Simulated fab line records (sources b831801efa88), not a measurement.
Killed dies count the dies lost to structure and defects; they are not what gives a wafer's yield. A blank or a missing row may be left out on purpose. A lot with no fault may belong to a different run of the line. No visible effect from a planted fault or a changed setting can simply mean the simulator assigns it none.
One fault through the eyes of 2 desks | flow gf180mcu | numbers are kept per desk, each desk with only its own; the story behind them comes last

AT THE TOOL OWNER'S DESK: implanter-01
For each lot that ran on this tool, the mean over its sampled wafers that have a number, from the tool's own readings at GF_HV_LDD_IMPLANT_21. A lot is out of limits, marked OUT, if its mean lies more than 4 standard deviations from the usual mean; the brackets give that distance.
Columns: A = beam on s at GF_HV_LDD_IMPLANT_21, usual 10.02 s; B = dose ions cm2 at GF_HV_LDD_IMPLANT_21, usual 4.999e+13; C = faraday current uA at GF_HV_LDD_IMPLANT_21, usual 281
lot  | first seen here | A     | B                   | C
L585 | day 10 18:00    | 10.21 | 5.005e+13           | 276
L596 | day 14 10:52    | 10.13 | 5.368e+13 (+59) OUT | 300
L598 | day 14 23:58    | 9.86  | 5.373e+13 (+59) OUT | 307 (+4.9) OUT
This desk finds L596, L598 out of limits, L596 being first, at day 14 10:52 (dose ions cm2 at GF_HV_LDD_IMPLANT_21). Within limits: L585.

AT THE METROLOGY DESK
Lot by lot, what the gauges showed, no matter which tool ran the lot: averages of those sampled wafers that carry a number. A lot is out of limits, marked OUT, if its mean lies more than 4 standard deviations from the usual mean; the brackets give that distance.
Columns: A = HV_LDD_2_TW at GF_HV_LDD_TW_MEAS_23, usual 1054; B = HV_LDD_4_TW at GF_HV_LDD_TW_MEAS_50, usual 568; C = cd nm at GF_CONTACT_CD_MEAS_14, usual 219.8 nm
lot  | first seen here | A    | B   | C
L585 | day 10 18:15    | 1064 | 576 | 218.1
L586 | day 11 03:47    | 1056 | 562 | 218.4
L587 | day 11 14:59    | 1037 | 564 | 218.6
L588 | day 12 00:26    | 1066 | 572 | 217.6
L589 | day 12 05:21    | 1063 | 573 | 219.0
L596 | day 14 11:05    | 1083 | 563 | 221.5
L598 | day 15 00:13    | 1084 | 564 | 219.5
L599 | day 15 09:19    | 1042 | 568 | 219.4
L600 | day 15 22:55    | 1042 | 565 | 218.9
L603 | day 16 18:51    | 1064 | 564 | 219.4
L604 | day 17 07:40    | 1041 | 559 | 219.5
L607 | day 17 20:25    | 1054 | 573 | 221.3
L608 | day 18 11:32    | 1061 | 564 | 220.5
Finding of this desk: none of the 13 lots has anything out of limits.

BROUGHT TOGETHER
The tool owner's desk had the chance to raise an alarm at day 14 10:52 on L596, L598.
Metrology desk: nothing out of limits seen.
The metrology desk holds a record of L596, L598, inside its limits.
Every lot named ran GF_HV_LDD_IMPLANT_21 on implanter-01.

WHAT THE SIMULATOR HAD PUT IN
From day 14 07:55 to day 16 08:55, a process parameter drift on implanter-01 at GF_HV_LDD_IMPLANT_21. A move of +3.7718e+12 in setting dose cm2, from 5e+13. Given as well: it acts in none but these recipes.
Shown lots that were struck: L596, L598.
Each desk's first reading out of limits, in hours after the fault started: the tool owner's desk, 3.
